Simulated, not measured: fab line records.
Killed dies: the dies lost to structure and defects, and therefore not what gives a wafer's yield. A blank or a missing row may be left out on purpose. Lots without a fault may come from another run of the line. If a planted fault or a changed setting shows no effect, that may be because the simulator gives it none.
fab line records	flow sky130
record: lots: 13	wafers: 39	lastDay: 50
route steps=708 shown POLY_CUT@319 METAL1@434 VIA1@480 PAD_OPEN@708
lots that met no fault: taken from a fault-free run of the same line
startH: start of the lot's first displayed wafer, in hours after the record's first day	waitH: how many hours have passed since the lot's step before this one	" identical to the entry in the row above	L1.1+2: a row that stands for several wafers	- no value, or no start given	* or withheld: withheld	< > ~ a bound
route shown NAME@n: names a module that has steps shown in the file, with the first one's number in the route	usual: mean/standard deviation of fault-free wafers	same: alike in all rows	chamber/n: place in a boat	sites: the reading at each site	_std_site: how widely they spread, as a standard deviation	_edge_site: the outer-site mean with the inner-site mean subtracted	radiusMm: for every site, how far away it sits from the centre of the wafer	mask NAME#n: copy n	behind: the last tool/chamber to shape the wafer	hold: what put the lot on hold/how long, in hours/how the hold closed	device: whichever transistor did not switch (one of n, p or np)	end of line: at the end of the route, the tests of the same wafers	a step without rows: its recipe alone	killed: at the first sort, the dies lost to defects and structure; wafer yield is something else	map: a wafer's dies, x killed, . not, _ none there
set.NAME: the setting the step ran with; set.NAME@STEP: the setting that earlier step ran with	model.NAME: the simulator's own value behind a step, which no gauge read
a sample of lots followed through the steps of the route, with each step as a table and each wafer as a row
services: when a tool's chamber went out of use (startH, in hours from the record's first day, below 0 if earlier), for how many hours, and the reason
== steps ==
step: SKY_POLY_CUT_STRIP_12
recipe: chemistry: O2/N2	powerW: 1400	pressureMtorr: 1500	platenTempC: withheld	o2FlowSccm: 3000	n2FlowSccm: 300	overashFraction: 0.5
usual: drypumpMotorCurrentA: 5.7/0.49	oesProductAu: 0.452/0.0046	stripTimeToEndpointS: 5.367/0.016
lot.wafer	tool	chamber	startH	waitH	drypumpMotorCurrentA	oesProductAu	rfHoursCounterH	stripTimeToEndpointS
L280.2	plasmaAsher-02	0	563.01	0.0	5.0	0.461	78	5.392
L280.5	"	0	"	"	4.9	0.448	-	5.378
L280.6	"	1	"	"	5.6	0.453	-	5.376
L279.1	plasmaAsher-02	0	563.66	0.0	5.0	0.456	78	5.385
L279.3	"	1	"	"	5.6	0.458	-	5.363
L279.5	"	0	"	"	5.0	0.457	-	5.374
L281.4	plasmaAsher-01	0	571.14	0.0	6.4	0.447	-	5.380
L281.5	"	1	"	"	5.3	0.451	-	5.372
L281.6	"	0	"	"	6.3	0.448	-	5.368
L283.1	plasmaAsher-02	0	605.54	0.0	5.0	0.453	82	5.334
L283.3	"	1	"	"	5.6	0.455	-	5.340
L283.5	"	0	"	"	5.0	0.453	-	5.338
L285.3	plasmaAsher-01	0	606.52	0.1	6.3	0.457	-	5.377
L285.4	"	1	"	"	5.3	0.449	-	5.372
L285.6	"	0	"	"	6.3	0.450	-	5.379
L286.2	plasmaAsher-01	1	611.95	0.0	5.4	0.447	91	5.372
L286.3	"	0	"	"	6.3	0.449	-	5.373
L286.5	"	1	"	"	5.4	0.453	-	5.348
L287.1	plasmaAsher-01	0	631.31	0.0	6.3	0.458	93	5.364
L287.3	"	1	"	"	5.4	0.459	-	5.388
L287.4	"	0	"	"	6.3	0.444	-	5.363
L294.2	plasmaAsher-02	0	684.91	0.0	5.0	0.457	90	5.358
L294.3	"	1	"	"	5.6	0.458	-	5.378
L294.5	"	0	"	"	5.0	0.457	-	5.372
L295.1	plasmaAsher-01	0	689.74	0.0	6.3	0.458	98	5.370
L295.5	"	0	"	"	6.3	0.449	-	5.345
L295.6	"	1	"	"	5.3	0.457	-	5.359
L297.2	plasmaAsher-01	0	708.90	0.0	6.3	0.463	100	5.376
L297.4	"	1	"	"	5.3	0.461	-	5.361
L297.5	"	0	"	"	6.4	0.454	-	5.378
L298.1	plasmaAsher-03	0	715.32	0.0	6.1	0.456	60	5.344
L298.4	"	1	"	"	6.2	0.452	-	5.377
L298.5	"	0	"	"	6.1	0.449	-	5.371
L300.2	plasmaAsher-01	1	727.84	0.0	5.4	0.451	102	5.354
L300.3	"	1	"	"	5.4	0.453	-	5.366
L300.5	"	0	"	"	6.3	0.450	-	5.362
L301.1	plasmaAsher-03	0	728.19	0.0	6.1	0.442	62	5.361
L301.3	"	0	"	"	6.1	0.448	-	5.362
L301.5	"	0	"	"	6.1	0.452	-	5.379
step: SKY_METAL1_SPUTTER_00
recipe: material: Ti	targetThkNm: 15	powerW: 3000	timeS: 10	chamberPressurePa: 0.4
usual: throttleValvePct: 30.6/0.67
lot.wafer	tool	chamber	startH	waitH	throttleValvePct
L280.2	pvdSputter-02	-	738.61	0.1	30.5
L280.5	"	-	"	"	28.8
L280.6	"	-	"	"	31.1
L279.1	pvdSputter-02	-	739.96	0.2	31.3
L279.3	"	-	"	"	29.2
L279.5	"	-	"	"	29.1
L281.4	pvdSputter-04	-	748.16	0.2	31.6
L281.5	"	-	"	"	31.1
L281.6	"	-	"	"	32.0
L283.1	pvdSputter-04	-	779.74	0.2	30.5
L283.3	"	-	"	"	30.2
L283.5	"	-	"	"	30.2
L285.3	pvdSputter-03	-	780.46	0.2	30.5
L285.4	"	-	"	"	31.0
L285.6	"	-	"	"	30.7
L286.2	pvdSputter-04	-	796.82	0.2	31.7
L286.3	"	-	"	"	30.5
L286.5	"	-	"	"	30.6
L287.1	pvdSputter-03	-	804.20	0.1	30.6
L287.3	"	-	"	"	31.1
L287.4	"	-	"	"	30.8
L294.2	pvdSputter-02	-	851.80	0.1	30.8
L294.3	"	-	"	"	29.0
L294.5	"	-	"	"	31.2
L295.1	pvdSputter-02	-	857.77	0.1	28.8
L295.5	"	-	"	"	31.0
L295.6	"	-	"	"	30.4
L297.2	pvdSputter-02	-	876.89	0.2	29.0
L297.4	"	-	"	"	30.4
L297.5	"	-	"	"	30.3
L298.1	pvdSputter-03	-	881.27	0.1	30.8
L298.4	"	-	"	"	30.9
L298.5	"	-	"	"	31.1
L300.2	pvdSputter-02	-	894.09	0.1	30.2
L300.3	"	-	"	"	29.1
L300.5	"	-	"	"	30.4
L301.1	pvdSputter-04	-	895.06	0.1	31.7
L301.3	"	-	"	"	30.3
L301.5	"	-	"	"	31.0
step: SKY_METAL1_CD_MEAS_15
recipe: targetCdNm: 140
usual: cdNm: 140.0/1.6
lot.wafer	tool	chamber	startH	waitH	cdNm
L280.2	cdSem-01	-	766.02	-	139.6
L280.5	"	-	"	"	140.8
L280.6	"	-	"	"	141.1
L279.1	cdSem-02	-	766.78	-	140.0
L279.3	"	-	"	"	139.2
L279.5	"	-	"	"	140.1
L281.4	cdSem-02	-	775.09	-	139.4
L281.5	"	-	"	"	140.0
L281.6	"	-	"	"	139.3
L283.1	cdSem-01	-	807.02	-	141.0
L283.3	"	-	"	"	140.0
L283.5	"	-	"	"	141.4
L285.3	cdSem-02	-	807.41	-	140.9
L285.4	"	-	"	"	139.7
L285.6	"	-	"	"	139.4
L286.2	cdSem-01	-	823.77	-	139.4
L286.3	"	-	"	"	139.5
L286.5	"	-	"	"	139.7
L287.1	cdSem-02	-	830.63	-	138.8
L287.3	"	-	"	"	138.4
L287.4	"	-	"	"	140.3
L294.2	cdSem-01	-	877.83	-	141.7
L294.3	"	-	"	"	142.6
L294.5	"	-	"	"	141.9
L295.1	cdSem-02	-	883.66	-	139.9
L295.5	"	-	"	"	141.7
L295.6	"	-	"	"	141.5
L297.2	cdSem-01	-	902.34	-	141.2
L297.4	"	-	"	"	139.3
L297.5	"	-	"	"	140.3
L298.1	cdSem-01	-	906.88	-	140.7
L298.4	"	-	"	"	140.0
L298.5	"	-	"	"	141.8
L300.2	cdSem-01	-	919.33	-	138.0
L300.3	"	-	"	"	138.6
L300.5	"	-	"	"	138.8
L301.1	cdSem-01	-	920.46	-	142.1
L301.3	"	-	"	"	141.8
L301.5	"	-	"	"	142.2
step: SKY_VIA1_RS_MEAS_22
recipe: thkMeasGauge: four-point-probe	reads: W_of_VIA1_CVD_21+TiN_of_VIA1_SPUTTER_20
usual: VIA1_W_RS: 0.427/0.0066
lot.wafer	tool	chamber	startH	waitH	VIA1_W_RS[ohm/sq]
L280.2	filmMetro-01	-	795.79	0.1	0.432
L280.5	"	-	"	"	0.435
L280.6	"	-	"	"	0.432
L279.1	filmMetro-02	-	797.39	0.1	0.428
L279.3	"	-	"	"	0.429
L279.5	"	-	"	"	0.432
L281.4	filmMetro-02	-	804.04	0.1	0.432
L281.5	"	-	"	"	0.420
L281.6	"	-	"	"	0.431
L283.1	filmMetro-01	-	835.09	0.1	0.428
L283.3	"	-	"	"	0.424
L283.5	"	-	"	"	0.425
L285.3	filmMetro-03	-	837.18	0.1	0.431
L285.4	"	-	"	"	0.417
L285.6	"	-	"	"	0.431
L286.2	filmMetro-02	-	852.57	0.1	0.423
L286.3	"	-	"	"	0.426
L286.5	"	-	"	"	0.426
L287.1	filmMetro-01	-	859.35	0.1	0.412
L287.3	"	-	"	"	0.412
L287.4	"	-	"	"	0.421
L294.2	filmMetro-01	-	906.93	0.1	0.433
L294.3	"	-	"	"	0.433
L294.5	"	-	"	"	0.435
L295.1	filmMetro-03	-	912.17	0.1	0.433
L295.5	"	-	"	"	0.439
L295.6	"	-	"	"	0.428
L297.2	filmMetro-01	-	928.85	0.1	0.417
L297.4	"	-	"	"	0.428
L297.5	"	-	"	"	0.431
L298.1	filmMetro-01	-	933.75	0.1	0.429
L298.4	"	-	"	"	0.424
L298.5	"	-	"	"	0.432
L300.2	filmMetro-02	-	945.90	0.1	0.416
L300.3	"	-	"	"	0.416
L300.5	"	-	"	"	0.421
L301.1	filmMetro-02	-	946.87	0.1	0.429
L301.3	"	-	"	"	0.434
L301.5	"	-	"	"	0.422
step: SKY_PAD_OPEN_PROBE_99
usual: killed_at_M0_to_M3: 43/7.2	killed_at_M4_up: 3.3/2	killedAtContacts: 25/5.8	killedAtFrontEnd: 15/4.5	killedAtOther: 0.3/0.62	killedDies: 86/9.4	killedOnRim: 17/3.7	killedOpen: 47/7.1	killedShort: 39/6
same: grossDies: 492	killedAtBackSide: 0
lot.wafer	tool	chamber	startH	waitH	killed_at_M0_to_M3	killed_at_M4_up	killedAtContacts	killedAtFrontEnd	killedAtOther	killedDies	killedOnRim	killedOpen	killedShort
L280.2	prober-02	-	1077.05	0.1	40	3	17	15	0	75	16	32	43
L280.5	prober-02	-	1077.20	0.2	31	2	31	18	0	82	19	40	41
L280.6	prober-02	-	1077.25	0.2	40	0	18	14	0	72	22	38	34
L279.1	prober-01	-	1080.99	0.1	58	3	40	6	1	108	19	60	48
L279.3	prober-01	-	1081.09	0.2	62	3	25	9	0	99	23	52	47
L279.5	prober-01	-	1081.19	0.2	53	2	19	8	1	83	19	45	38
L281.4	prober-01	-	1086.35	0.2	47	5	17	16	1	86	17	50	35
L281.5	prober-01	-	1086.40	0.2	46	5	20	10	0	81	15	42	39
L281.6	prober-01	-	1086.45	0.2	51	1	18	18	1	89	12	49	39
L283.1	prober-02	-	1110.01	0.1	28	4	15	18	0	65	16	32	33
L283.3	prober-02	-	1110.11	0.2	54	1	18	25	0	98	23	48	50
L283.5	prober-02	-	1110.21	0.2	48	2	20	19	0	89	13	46	41
L285.3	prober-01	-	1111.61	0.2	48	5	18	14	1	86	18	47	39
L285.4	prober-01	-	1111.66	0.2	35	1	28	52	0	116	22	40	34
L285.6	prober-01	-	1111.76	0.2	48	7	17	9	1	82	21	41	41
L286.2	prober-02	-	1122.80	0.1	31	5	36	54	1	127	27	53	34
L286.3	prober-02	-	1122.85	0.2	39	4	22	18	0	83	14	47	36
L286.5	prober-02	-	1122.95	0.2	35	4	27	56	1	123	31	45	39
L287.1	prober-01	-	1128.94	0.1	38	8	22	19	0	87	13	45	42
L287.3	prober-01	-	1129.04	0.2	38	2	19	66	0	125	30	46	35
L287.4	prober-01	-	1129.09	0.2	47	1	29	16	1	94	17	53	40
L294.2	prober-02	-	1162.32	0.1	43	4	24	7	0	78	19	38	38
L294.3	prober-02	-	1162.37	0.2	48	7	27	12	0	94	21	47	43
L294.5	prober-02	-	1162.47	0.2	48	2	32	13	1	96	20	51	45
L295.1	prober-01	-	1165.04	0.1	42	1	10	17	0	70	15	32	37
L295.5	prober-01	-	1165.24	0.2	38	0	30	12	1	81	21	45	35
L295.6	prober-01	-	1165.29	0.2	41	2	18	11	2	74	16	40	34
L297.2	prober-02	-	1176.18	0.1	38	1	16	18	1	74	11	30	44
L297.4	prober-02	-	1176.28	0.2	34	2	25	14	1	76	13	43	33
L297.5	prober-02	-	1176.33	0.2	40	2	17	19	0	78	12	39	39
L298.1	prober-02	-	1183.11	0.1	43	3	21	11	1	79	17	40	39
L298.4	prober-02	-	1183.26	0.2	33	3	22	19	1	78	23	44	34
L298.5	prober-02	-	1183.31	0.2	32	5	20	15	0	72	14	46	26
L300.2	prober-02	-	1189.94	0.1	54	1	27	17	0	99	15	55	44
L300.3	prober-02	-	1189.99	0.2	46	1	39	9	1	96	15	56	40
L300.5	prober-02	-	1190.09	0.2	45	4	32	17	0	98	15	56	42
L301.1	prober-01	-	1192.33	0.1	48	10	28	21	1	108	16	50	58
L301.3	prober-01	-	1192.43	0.2	40	4	30	12	0	86	19	48	38
L301.5	prober-01	-	1192.53	0.2	45	5	30	16	0	96	18	57	39
killed by level:class
L280.2 VIA1:geometricParticle:open=12 METAL2:geometricParticle:short=8 METAL1:geometricParticle:short=7 LI_CONTACT:geometricParticle:open=5 CONTACT:geometricParticle:open=5 FIELD_ISO:geometricParticle:short=4 VIA1:geometricParticle:short=4 METAL4:geometricParticle:short=3
L280.5 CONTACT:geometricParticle:open=8 CONTACT:geometricParticle:short=8 VIA2:geometricParticle:open=8 VIA1:geometricParticle:open=7 LI_CONTACT:geometricParticle:open=5 LI_CONTACT:geometricParticle:short=4 LOCAL_INTERCONNECT:geometricParticle:short=4 FIELD_ISO:geometricParticle:short=3
L280.6 VIA1:geometricParticle:open=10 CONTACT:geometricParticle:short=6 METAL1:geometricParticle:short=6 FIELD_ISO:geometricParticle:short=5 FIELD_ISO:geometricParticle:open=4 LI_CONTACT:geometricParticle:open=4 CONTACT:geometricParticle:open=4 METAL2:geometricParticle:open=4
L279.1 LI_CONTACT:geometricParticle:open=16 VIA1:geometricParticle:open=15 CONTACT:geometricParticle:open=10 VIA2:geometricParticle:open=8 VIA1:geometricParticle:short=7 LOCAL_INTERCONNECT:geometricParticle:short=6 METAL1:geometricParticle:short=6 VIA3:geometricParticle:open=6
L279.3 VIA1:geometricParticle:open=20 METAL2:geometricParticle:short=8 CONTACT:geometricParticle:open=8 VIA1:geometricParticle:short=8 VIA3:geometricParticle:short=7 FIELD_ISO:geometricParticle:open=6 LI_CONTACT:geometricParticle:open=5 CONTACT:geometricParticle:short=5
L279.5 VIA1:geometricParticle:open=11 VIA2:geometricParticle:open=9 VIA1:geometricParticle:short=8 LI_CONTACT:geometricParticle:open=7 VIA3:geometricParticle:short=7 CONTACT:geometricParticle:open=5 VIA3:geometricParticle:open=5 METAL1:geometricParticle:short=4
L281.4 VIA1:geometricParticle:open=15 VIA2:geometricParticle:open=9 FIELD_ISO:geometricParticle:open=6 LI_CONTACT:geometricParticle:open=6 METAL2:geometricParticle:short=6 VIA3:geometricParticle:open=5 METAL1:geometricParticle:short=4 CONTACT:geometricParticle:open=4
L281.5 VIA1:geometricParticle:open=12 VIA1:geometricParticle:short=7 CONTACT:geometricParticle:open=6 CONTACT:geometricParticle:short=6 METAL1:geometricParticle:short=6 LI_CONTACT:geometricParticle:open=5 VIA2:geometricParticle:open=5 METAL2:geometricParticle:short=4
L281.6 VIA1:geometricParticle:open=14 VIA1:geometricParticle:short=9 VIA2:geometricParticle:open=7 LI_CONTACT:geometricParticle:open=7 METAL2:geometricParticle:short=6 POLY_GATE:geometricParticle:open=5 POLY_GATE:geometricParticle:short=5 METAL1:geometricParticle:short=4
L283.1 POLY_GATE:geometricParticle:short=6 VIA3:geometricParticle:open=6 POLY_GATE:geometricParticle:open=5 LOCAL_INTERCONNECT:geometricParticle:short=5 VIA1:geometricParticle:open=5 METAL3:geometricParticle:short=4 CONTACT:geometricParticle:open=4 METAL1:geometricParticle:short=4
L283.3 VIA1:geometricParticle:open=15 METAL1:geometricParticle:short=7 POLY_GATE:geometricParticle:short=6 FIELD_ISO:geometricParticle:open=5 VIA2:geometricParticle:open=5 LOCAL_INTERCONNECT:geometricParticle:short=5 VIA1:geometricParticle:short=5 METAL2:geometricParticle:short=5
L283.5 VIA2:geometricParticle:open=11 VIA1:geometricParticle:open=8 POLY_GATE:geometricParticle:open=6 METAL1:geometricParticle:short=6 CONTACT:geometricParticle:open=6 METAL2:geometricParticle:short=6 VIA1:geometricParticle:short=5 FIELD_ISO:geometricParticle:short=4
L285.3 VIA1:geometricParticle:open=9 LI_CONTACT:geometricParticle:open=6 CONTACT:geometricParticle:open=6 METAL1:geometricParticle:short=6 VIA1:geometricParticle:short=6 VIA2:geometricParticle:open=6 VIA3:geometricParticle:open=5 FIELD_ISO:geometricParticle:short=4
L285.4 POLY_CUT:unspecified=42 CONTACT:geometricParticle:open=13 CONTACT:geometricParticle:short=6 VIA1:geometricParticle:open=6 METAL2:geometricParticle:short=6 VIA2:geometricParticle:open=6 LI_CONTACT:geometricParticle:open=5 METAL1:geometricParticle:short=4
L285.6 VIA3:geometricParticle:open=17 METAL1:geometricParticle:short=7 VIA1:geometricParticle:open=7 METAL4:geometricParticle:short=6 LI_CONTACT:geometricParticle:open=5 METAL2:geometricParticle:short=5 POLY_GATE:geometricParticle:open=4 LOCAL_INTERCONNECT:geometricParticle:short=3
L286.2 POLY_CUT:unspecified=39 CONTACT:geometricParticle:open=15 LI_CONTACT:geometricParticle:open=9 VIA1:geometricParticle:open=7 METAL1:geometricParticle:short=6 VIA3:geometricParticle:open=6 SPACER:geometricParticle:open=4 CONTACT:geometricParticle:short=4
L286.3 VIA1:geometricParticle:open=9 LI_CONTACT:geometricParticle:open=8 VIA3:geometricParticle:open=8 CONTACT:geometricParticle:open=6 FIELD_ISO:geometricParticle:short=5 POLY_GATE:geometricParticle:short=4 LOCAL_INTERCONNECT:geometricParticle:short=4 METAL1:geometricParticle:short=4
L286.5 POLY_CUT:unspecified=39 CONTACT:geometricParticle:open=10 LI_CONTACT:geometricParticle:open=7 POLY_GATE:geometricParticle:open=6 VIA1:geometricParticle:open=6 METAL1:geometricParticle:short=6 LOCAL_INTERCONNECT:geometricParticle:short=5 METAL2:geometricParticle:short=5
L287.1 CONTACT:geometricParticle:open=8 METAL2:geometricParticle:short=7 VIA2:geometricParticle:open=7 LI_CONTACT:geometricParticle:open=6 METAL4:geometricParticle:short=6 FIELD_ISO:geometricParticle:open=5 POLY_GATE:geometricParticle:open=5 VIA1:geometricParticle:open=5
L287.3 POLY_CUT:unspecified=43 VIA1:geometricParticle:open=11 CONTACT:geometricParticle:short=7 SPACER:geometricParticle:open=6 CONTACT:geometricParticle:open=5 VIA3:geometricParticle:open=5 FIELD_ISO:geometricParticle:short=4 VIA2:geometricParticle:open=4
L287.4 CONTACT:geometricParticle:open=12 METAL2:geometricParticle:short=10 LI_CONTACT:geometricParticle:open=9 VIA1:geometricParticle:open=8 VIA3:geometricParticle:open=7 VIA2:geometricParticle:open=7 METAL1:geometricParticle:short=5 FIELD_ISO:geometricParticle:short=4
L294.2 CONTACT:geometricParticle:open=9 VIA1:geometricParticle:short=8 METAL1:geometricParticle:short=7 VIA1:geometricParticle:open=6 VIA3:geometricParticle:short=6 VIA2:geometricParticle:open=6 LI_CONTACT:geometricParticle:open=4 VIA3:geometricParticle:open=4
L294.3 VIA1:geometricParticle:open=14 CONTACT:geometricParticle:open=9 LI_CONTACT:geometricParticle:open=8 METAL1:geometricParticle:short=7 VIA3:geometricParticle:open=6 VIA1:geometricParticle:short=6 METAL2:geometricParticle:short=6 POLY_GATE:geometricParticle:short=4
L294.5 LOCAL_INTERCONNECT:geometricParticle:short=10 VIA3:geometricParticle:open=10 CONTACT:geometricParticle:open=9 VIA1:geometricParticle:open=9 VIA2:geometricParticle:open=7 LI_CONTACT:geometricParticle:open=6 METAL1:geometricParticle:short=5 VIA1:geometricParticle:short=5
L295.1 VIA1:geometricParticle:open=12 METAL1:geometricParticle:short=8 VIA3:geometricParticle:open=8 POLY_GATE:geometricParticle:short=7 FIELD_ISO:geometricParticle:short=5 FIELD_ISO:geometricParticle:open=4 VIA3:geometricParticle:short=4 VIA2:geometricParticle:open=4
L295.5 CONTACT:geometricParticle:open=15 VIA2:geometricParticle:open=9 LI_CONTACT:geometricParticle:short=6 VIA3:geometricParticle:short=6 FIELD_ISO:geometricParticle:open=5 VIA3:geometricParticle:open=4 CONTACT:geometricParticle:short=4 VIA1:geometricParticle:open=4
L295.6 VIA1:geometricParticle:open=15 FIELD_ISO:geometricParticle:short=5 LI_CONTACT:geometricParticle:open=5 CONTACT:geometricParticle:open=5 VIA1:geometricParticle:short=5 LOCAL_INTERCONNECT:geometricParticle:short=4 METAL2:geometricParticle:short=4 CONTACT:geometricParticle:short=3
L297.2 VIA1:geometricParticle:short=11 FIELD_ISO:geometricParticle:open=5 LI_CONTACT:geometricParticle:open=5 VIA1:geometricParticle:open=5 METAL2:geometricParticle:short=5 FIELD_ISO:geometricParticle:short=4 METAL1:geometricParticle:short=4 VIA2:geometricParticle:open=4
L297.4 CONTACT:geometricParticle:open=12 METAL1:geometricParticle:short=9 CONTACT:geometricParticle:short=7 VIA1:geometricParticle:open=6 LI_CONTACT:geometricParticle:open=5 POLY_GATE:geometricParticle:short=4 VIA2:geometricParticle:open=4 SPACER:geometricParticle:open=3
L297.5 VIA2:geometricParticle:open=10 FIELD_ISO:geometricParticle:short=6 VIA1:geometricParticle:short=6 VIA1:geometricParticle:open=6 FIELD_ISO:geometricParticle:open=5 METAL1:geometricParticle:short=5 VIA2:geometricParticle:short=5 VIA3:geometricParticle:open=4
L298.1 VIA2:geometricParticle:open=9 VIA1:geometricParticle:open=8 CONTACT:geometricParticle:short=6 CONTACT:geometricParticle:open=6 LOCAL_INTERCONNECT:geometricParticle:short=5 METAL1:geometricParticle:short=5 VIA1:geometricParticle:short=4 POLY_GATE:geometricParticle:short=4
L298.4 CONTACT:geometricParticle:open=10 VIA1:geometricParticle:open=6 LI_CONTACT:geometricParticle:open=5 METAL2:geometricParticle:short=5 FIELD_ISO:geometricParticle:short=4 FIELD_ISO:geometricParticle:open=4 POLY_GATE:geometricParticle:short=4 METAL1:geometricParticle:short=4
L298.5 VIA3:geometricParticle:open=8 CONTACT:geometricParticle:open=8 VIA1:geometricParticle:open=7 LOCAL_INTERCONNECT:geometricParticle:short=6 POLY_GATE:geometricParticle:open=5 LI_CONTACT:geometricParticle:open=5 VIA2:geometricParticle:open=5 POLY_GATE:geometricParticle:short=3
L300.2 VIA1:geometricParticle:open=17 VIA2:geometricParticle:open=8 LI_CONTACT:geometricParticle:open=7 METAL1:geometricParticle:short=7 LI_CONTACT:geometricParticle:short=6 VIA3:geometricParticle:short=6 METAL2:geometricParticle:short=5 POLY_GATE:geometricParticle:open=5
L300.3 LI_CONTACT:geometricParticle:open=12 CONTACT:geometricParticle:open=12 VIA1:geometricParticle:open=12 VIA2:geometricParticle:open=7 LOCAL_INTERCONNECT:geometricParticle:short=6 METAL1:geometricParticle:short=6 METAL3:geometricParticle:short=6 METAL2:geometricParticle:short=5
L300.5 LI_CONTACT:geometricParticle:open=11 CONTACT:geometricParticle:open=10 VIA1:geometricParticle:open=9 VIA3:geometricParticle:open=8 VIA2:geometricParticle:open=8 FIELD_ISO:geometricParticle:open=6 LOCAL_INTERCONNECT:geometricParticle:short=6 METAL1:geometricParticle:short=5
L301.1 LI_CONTACT:geometricParticle:open=10 VIA1:geometricParticle:open=8 METAL4:geometricParticle:short=8 CONTACT:geometricParticle:short=7 VIA1:geometricParticle:short=7 POLY_GATE:geometricParticle:open=6 CONTACT:geometricParticle:open=6 VIA2:geometricParticle:open=6
L301.3 CONTACT:geometricParticle:open=13 LI_CONTACT:geometricParticle:open=9 VIA1:geometricParticle:open=9 METAL3:geometricParticle:short=8 VIA2:geometricParticle:short=6 VIA3:geometricParticle:open=6 CONTACT:geometricParticle:short=5 VIA2:geometricParticle:open=5
L301.5 CONTACT:geometricParticle:open=13 VIA2:geometricParticle:open=10 VIA1:geometricParticle:open=9 METAL1:geometricParticle:short=8 CONTACT:geometricParticle:short=6 LI_CONTACT:geometricParticle:open=6 VIA3:geometricParticle:open=6 METAL2:geometricParticle:short=5
== services ==
tool	chamber	startH	hours	kind
pvdSputter-02	-	553.95	4.1	repair
plasmaAsher-03	-	558.74	1.5	repair
pvdSputter-02	-	562.14	1.5	repair
plasmaAsher-03	-	570.37	0.9	repair
plasmaAsher-02	-	630.72	2.8	pm
pvdSputter-04	-	690.77	1.3	repair
plasmaAsher-02	-	691.22	5.7	repair
pvdSputter-04	2	707.06	-	consumableReplace:kit
pvdSputter-04	2	707.06	18.0	scheduledDown
pvdSputter-04	2	707.06	18.0	ventCycle
pvdSputter-02	-	708.46	0.9	repair
plasmaAsher-01	-	733.75	9.0	pm
plasmaAsher-01	0	733.75	9.0	ventCycle
plasmaAsher-01	1	733.75	9.0	ventCycle
plasmaAsher-01	0	742.75	-	clean
plasmaAsher-01	1	742.75	-	clean
pvdSputter-02	3	749.82	-	consumableReplace:kit
pvdSputter-02	3	749.82	18.0	scheduledDown
pvdSputter-02	3	749.82	18.0	ventCycle
plasmaAsher-01	-	761.12	1.5	repair
pvdSputter-02	-	781.04	8.3	repair
plasmaAsher-03	-	820.70	5.4	repair
plasmaAsher-03	-	831.67	6.7	repair
pvdSputter-02	-	848.31	1.7	repair
== key ==
firstSign: step: SKY_PAD_OPEN_PROBE_99	reading: killedAtFrontEnd	direction: up	sigmas: 9.3	usual: 15	struck: 57
effect: step: SKY_PAD_OPEN_PROBE_99	reading: killedDies	direction: up	sigmas: 3.9	usual: 86	struck: 123
metAt SKY_POLY_CUT_STRIP_12
struckLots L285,L286,L287
struckWafers L285.4,L286.2,L286.5,L287.3
testerLeftOut L285,L286,L287
notActingAt SKY_METAL1_SPUTTER_00,SKY_METAL1_CD_MEAS_15,SKY_VIA1_RS_MEAS_22
onsetBetween 571.14 606.52
fault: kind: chamberParticleSource	tool: plasmaAsher-01	chamber: 1	onsetH: 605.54	steps: SKY_POLY_CUT_STRIP_12	ratePerVisitCm2: 1.492	endH: 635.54
testerLeftOut: of these lots the tester's yield and bins aren't shown, on N5 and GAA mostly nor the transistor test; their killed dies are dies lost to structure and defects alone, not to doping, threshold or leakage, so they don't give the yield
